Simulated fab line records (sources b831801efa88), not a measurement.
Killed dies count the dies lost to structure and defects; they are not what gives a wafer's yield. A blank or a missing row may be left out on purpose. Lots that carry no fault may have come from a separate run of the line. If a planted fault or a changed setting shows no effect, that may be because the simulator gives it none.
What tool caused it? | flow gf180mcu | 42 wafers from 14 lots sampled at 3 of the route's 602 steps

## WHAT THE GAUGES SHOWED, per wafer
GF_M3_CD_MEAS_14 targets a cd of 280 nm.
lot  | measured     | on       | cdNm (nm)
L526 | day 21 16:04 | cdSem-01 | 282.4 282.3 281.7
L527 | day 21 18:29 | cdSem-01 | 279.6 279.1 279.1
L528 | day 22 19:04 | cdSem-01 | 280.3 279.6 279.6
L537 | day 25 09:42 | cdSem-02 | 279.3 278.8 279.3
L539 | day 25 23:25 | cdSem-02 | 281.1 280.9 280.0
L540 | day 26 07:27 | cdSem-01 | 279.4 281.2 280.0
L541 | day 26 09:01 | cdSem-01 | 280.3 281.4 280.9
L542 | day 26 18:28 | cdSem-02 | 278.8 279.4 279.1
L543 | day 27 01:32 | cdSem-01 | 280.1 281.1 281.2
L544 | day 27 13:10 | cdSem-02 | 281.0 281.7 281.8
L546 | day 28 01:52 | cdSem-01 | 279.3 281.4 281.0
L547 | day 28 08:32 | cdSem-02 | 280.8 280.5 280.8
L548 | day 28 13:34 | cdSem-02 | 280.3 280.0 281.1
L549 | day 28 20:15 | cdSem-02 | 278.1 278.1 277.1

## WHAT TOOL EACH LOT RAN ON (gives the tool, then ch and the chambers of the sampled wafers, and finally the start)
lot  | GF_V2_SPUTTER_22            | GF_M3_SPUTTER_00
L526 | pvdSputter-02, day 20 15:10 | pvdSputter-03, day 20 15:47
L527 | pvdSputter-04, day 20 17:02 | pvdSputter-03, day 20 17:40
L528 | pvdSputter-04, day 21 18:27 | pvdSputter-03, day 21 19:05
L537 | pvdSputter-04, day 24 11:46 | pvdSputter-01, day 24 12:24
L539 | pvdSputter-04, day 25 01:49 | pvdSputter-04, day 25 02:26
L540 | pvdSputter-03, day 25 10:04 | pvdSputter-04, day 25 10:41
L541 | pvdSputter-03, day 25 12:08 | pvdSputter-01, day 25 12:46
L542 | pvdSputter-02, day 25 21:01 | pvdSputter-03, day 25 21:39
L543 | pvdSputter-02, day 26 04:35 | pvdSputter-01, day 26 05:13
L544 | pvdSputter-03, day 26 15:58 | pvdSputter-01, day 26 16:35
L546 | pvdSputter-02, day 27 05:10 | pvdSputter-04, day 27 05:47
L547 | pvdSputter-02, day 27 12:21 | pvdSputter-01, day 27 12:59
L548 | pvdSputter-03, day 27 17:13 | pvdSputter-04, day 27 17:50
L549 | pvdSputter-04, day 28 00:02 | pvdSputter-03, day 28 00:40
- GF_V2_SPUTTER_22: material TiN, target thk 10 nm, time 40 s.
- GF_M3_SPUTTER_00: material Ti, target thk 37.5 nm, time 150 s.

## WHAT THE TOOLS THEMSELVES READ (means of the sampled wafers that have a number; where no wafer has one, the mark that the record gives instead)
GF_V2_SPUTTER_22.
lot  | tool          | throttleValvePct (%)
L526 | pvdSputter-02 | 29.3
L527 | pvdSputter-04 | 31.0
L528 | pvdSputter-04 | 29.9
L537 | pvdSputter-04 | 29.9
L539 | pvdSputter-04 | 30.6
L540 | pvdSputter-03 | 30.4
L541 | pvdSputter-03 | 30.8
L542 | pvdSputter-02 | 31.4
L543 | pvdSputter-02 | 29.8
L544 | pvdSputter-03 | 30.6
L546 | pvdSputter-02 | 28.3
L547 | pvdSputter-02 | 28.7
L548 | pvdSputter-03 | 30.0
L549 | pvdSputter-04 | 29.9

GF_M3_SPUTTER_00.
lot  | tool          | throttleValvePct (%)
L526 | pvdSputter-03 | 29.8
L527 | pvdSputter-03 | 29.7
L528 | pvdSputter-03 | 30.3
L537 | pvdSputter-01 | 30.1
L539 | pvdSputter-04 | 29.5
L540 | pvdSputter-04 | 30.7
L541 | pvdSputter-01 | 30.2
L542 | pvdSputter-03 | 30.4
L543 | pvdSputter-01 | 29.9
L544 | pvdSputter-01 | 30.2
L546 | pvdSputter-04 | 30.0
L547 | pvdSputter-01 | 30.4
L548 | pvdSputter-04 | 28.8
L549 | pvdSputter-03 | 30.4

## THE ANSWER, worked out from the rows above alone
Rule: the usual values come from the lots themselves. Put in order of their means at a reading, lots are off if they are a third of the lots or fewer, leave a main group of 4 or more, and stand apart from it by a gap of 3 or more times the standard deviation of the main group's means; of several such gaps the widest counts. A main group whose means are all the same, to the digits that the tables above print for the reading, isn't used. A lot without any number at a reading at which 4 lots or more have one is off too. All remaining lots with rows at the step are treated as sound. The gauges are gone through in route order, then the tools' own readings, and for those a lot's mean is taken as printed above. The first step at which some lot is off is used, and at that step the reading that is off furthest; a lot without a number counts as furthest.
No lot is off on any of the readings shown, so nothing can be concluded from this.

## WHAT THE SIMULATOR PUT IN
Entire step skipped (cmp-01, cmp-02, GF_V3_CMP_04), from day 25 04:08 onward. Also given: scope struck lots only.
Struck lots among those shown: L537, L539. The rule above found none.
